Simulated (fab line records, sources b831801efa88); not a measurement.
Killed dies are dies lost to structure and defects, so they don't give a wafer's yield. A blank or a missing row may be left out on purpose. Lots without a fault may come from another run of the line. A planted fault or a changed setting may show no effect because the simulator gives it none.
A struck lot beside a sound one | flow sky130 | 34 steps out of a route of 708
Sound: wafers L136.2, L136.4, L136.6. Struck: wafers L138.1, L138.3, L138.5. The cause comes at the end.
At each step with rows: each side's tool, then ch and its chambers, then its first start. Under that, the readings that differ: sound wafers | struck wafers | difference of the means | sigmas: that difference in standard deviations of wafers without a fault.
alike: readings whose means differ by less than 2 such deviations, and words and numbers that are the same on both sides. not compared: withheld readings, readings that some wafer has no value for, bounds like >300 that may hide the same value, and numbers for which the record gives no deviation and whose values overlap.
The two part at a step that has a row with sigmas, a row that says differs or no value, or rows on one side only. Numbers that don't overlap but have no deviation are shown without sigmas and don't part them. A reading that every wafer of one side lacks parts them only if that side has two wafers or more.

first, 7 steps without rows for these wafers: SKY_SONOS_TUNNEL_DEVELOP_06 (develop time 60 s); SKY_SONOS_TUNNEL_IMPLANT_09; SKY_SONOS_TUNNEL_WET_ETCH_10 (etches SiO2 in dHF, target depth 14 nm, time 280 s); SKY_SONOS_TUNNEL_STRIP_11 (strips in SPM, time 600 s); SKY_SONOS_TUNNEL_CLEAN_13 (cleans in dHF, time 20 s); SKY_SONOS_ONO_OXIDATION_00 (stabilise 600 s, purge 300 s, target thk 2.6 nm); SKY_SONOS_ONO_CVD_02 (deposits Si3N4 from DCS/NH3, target thk 10.5 nm, time 180 s).
SKY_SONOS_ONO_CVD_04: deposits SiO2 from SiH4/N2O, target thk 5.7199 nm.
  sound on lpcvd-03 ch 1, day 15 00:40; struck on lpcvd-03 ch 0, day 15 12:24
  reading                                    | sound             | struck            | difference | sigmas
  model.SiO2_of_SONOS_ONO_CVD_04.thk_nm (nm) | 5.745 5.692 5.782 | 6.677 6.612 6.744 | +0.938     |
SKY_SONOS_ONO_THK_MEAS_05:
  sound on film_metro-04, day 15 01:55; struck on film_metro-01, day 15 13:39
  reading                   | sound          | struck         | difference | sigmas
  SONOS_ONO_CVD_04_THK (nm) | 5.76 5.72 5.77 | 6.69 6.62 6.69 | +0.92      | +10
then, 23 steps without rows for these wafers: SKY_SONOS_ONO_DEHYDRATE_06 (time 60 s); SKY_SONOS_ONO_HMDS_07 (prime time 60 s); SKY_SONOS_ONO_COAT_08 (resist thk 1140 nm); SKY_SONOS_ONO_SOFTBAKE_09 (time 60 s); SKY_SONOS_ONO_EXPOSE_10 (exposes mask ONOM, target cd 410 nm); SKY_SONOS_ONO_PEB_11; SKY_SONOS_ONO_DEVELOP_12 (develop time 60 s); SKY_SONOS_ONO_ETCH_15 (etches the open film in CHF3/O2, target depth 19.52 nm, time 7.8 s); SKY_SONOS_ONO_WET_ETCH_16 (etches SiO2 in dHF, target depth 14 nm, time 280 s); SKY_SONOS_ONO_STRIP_17 (strips in O2/N2); SKY_SONOS_ONO_WET_ETCH_18 (etches Si3N4 in H3PO4, target depth 15 nm, time 172 s); SKY_GATE_OXIDE_CLEAN_00 (cleans in SC1/SC2, time 150 s); SKY_GATE_OXIDE_OXIDATION_01 (stabilise 600 s, purge 300 s, target thk 10.268 nm); SKY_GATE_OXIDE_DEHYDRATE_03 (time 60 s); SKY_GATE_OXIDE_HMDS_04 (prime time 60 s); SKY_GATE_OXIDE_COAT_05 (resist thk 1140 nm); SKY_GATE_OXIDE_SOFTBAKE_06 (time 60 s); SKY_GATE_OXIDE_EXPOSE_07 (exposes mask LVOM, target cd 600 nm); SKY_GATE_OXIDE_PEB_08; SKY_GATE_OXIDE_DEVELOP_09 (develop time 60 s); SKY_GATE_OXIDE_IMPLANT_11; SKY_GATE_OXIDE_WET_ETCH_12 (etches SiO2 in dHF, target depth 16.8 nm, time 336 s); SKY_GATE_OXIDE_STRIP_13 (strips in O2/N2).
-- the record jumps here: 2 days lie between the struck wafers' starts before and after --
SKY_GATE_OXIDE_CLEAN_15: cleans in SC1/SC2, time 150 s.
  sound on wet_bench-02 ch 3, day 17 12:14; struck on wet_bench-03 ch 2, day 18 00:51
  reading                                    | sound             | struck            | difference | sigmas
  model.SiO2_of_SONOS_ONO_CVD_04.thk_nm (nm) | 4.228 4.176 4.262 | 5.147 5.083 5.218 | +0.927     |
-- the record jumps here: 31 days lie between the struck wafers' starts before and after (it left off in module GATE_OXIDE and takes up again in module PAD_OPEN, whose first step shown is number 708 of the route) --
SKY_PAD_OPEN_PROBE_99:
  sound on prober-02, day 48 13:19; struck on prober-02, day 48 18:37
  reading                                     | sound                | struck               | difference | sigmas
  model.etest.sonos_erased.drive_ua_um        | 194.9 217.5 199.6    | 109.9 143.7 120.8    | -79.2      |
  model.etest.sonos_uncharged.r_on_ohm_um     | 842.2 818 834.6      | 863.5 851.9 857.4    | +26.0      |
  model.etest.sonos_programmed.off_log10_a_um | -13.96 -13.97 -13.94 | -12.84 -12.98 -12.82 | +1.08      |
  model.etest.cap_ono.gate_log10_a_cm2        | -7.952 -7.962 -8.081 | -9.201 -9.052 -9.15  | -1.136     |
  model.etest.cap_ono.gate_bv_v (V)           | 16.34 16.7 16.95     | 17.32 17.5 17.54     | +0.79      |
  model.etest.cap_ono.tox_acc_nm (nm)         | 12.93 12.91 13.04    | 13.86 13.79 13.87    | +0.88      |
  model.etest.sonos_programmed.vt_v (V)       | 1.516 1.51 1.45      | 0.872 0.907 0.8651   | -0.611     |
  model.etest.sonos_erased.vt_v (V)           | -2.239 -2.276 -2.209 | -1.748 -1.848 -1.76  | +0.456     |
  alike: killed_at_M0_to_M3, killed_at_M4_up, killed_at_contacts, killed_at_front_end, killed_at_other, killed_dies, killed_open, killed_short

WHERE THEY PART
Only at SKY_SONOS_ONO_THK_MEAS_05, within this record. Later steps at which nothing parts them and some readings are alike: SKY_PAD_OPEN_PROBE_99.

WHY: what the simulator had put in
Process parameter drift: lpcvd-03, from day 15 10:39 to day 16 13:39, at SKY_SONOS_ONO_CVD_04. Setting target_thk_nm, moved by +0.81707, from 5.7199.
